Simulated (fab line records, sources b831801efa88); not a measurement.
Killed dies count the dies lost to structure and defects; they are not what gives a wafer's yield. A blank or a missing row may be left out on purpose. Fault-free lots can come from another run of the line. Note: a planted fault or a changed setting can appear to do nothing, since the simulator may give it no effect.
Which of the tools did it? + flow sky130 + 18 wafers sampled from 6 lots at 1 step of a route of 708

== WHAT THE GAUGES READ, wafer by wafer ==
SKY_LOCAL_INTERCONNECT_OVL_MEAS_12.
| lot  | measured     | on         | LOCAL_INTERCONNECT_OVL (nm) |
|------|--------------|------------|-----------------------------|
| L759 | day 32 00:41 | overlay-02 | 1 1 3                       |
| L763 | day 32 14:23 | overlay-02 | 1 0 -3                      |
| L765 | day 33 04:50 | overlay-01 | 9 -3 2                      |
| L768 | day 34 02:47 | overlay-01 | -5 -1 -6                    |
| L777 | day 36 18:16 | overlay-01 | 3 3 -4                      |
| L780 | day 37 03:24 | overlay-02 | -4 -3 -8                    |

== WHICH TOOL RAN EACH LOT (tool, then ch and the chambers of the sampled wafers, then the start) ==
Before these readings, the record contains no process step.

== THE ANSWER, worked out from the rows above alone ==
Rule: usual is defined by the lots themselves. The widest of any qualifying gaps counts: lots, ordered by their means at a reading, are off when they make up no more than a third of the lots, leave a main group of 4 or more, and stand apart from it by 3 or more times the standard deviation of that group's means. If all means in a main group match to the digits the tables above print for the reading, that group is not used. Also off: a lot with no number at a reading for which 4 or more lots have one. The other lots that the step has rows for count as sound.
None of the lots is off at any reading shown; this tells nothing.

== WHAT THE SIMULATOR HAD PUT IN ==
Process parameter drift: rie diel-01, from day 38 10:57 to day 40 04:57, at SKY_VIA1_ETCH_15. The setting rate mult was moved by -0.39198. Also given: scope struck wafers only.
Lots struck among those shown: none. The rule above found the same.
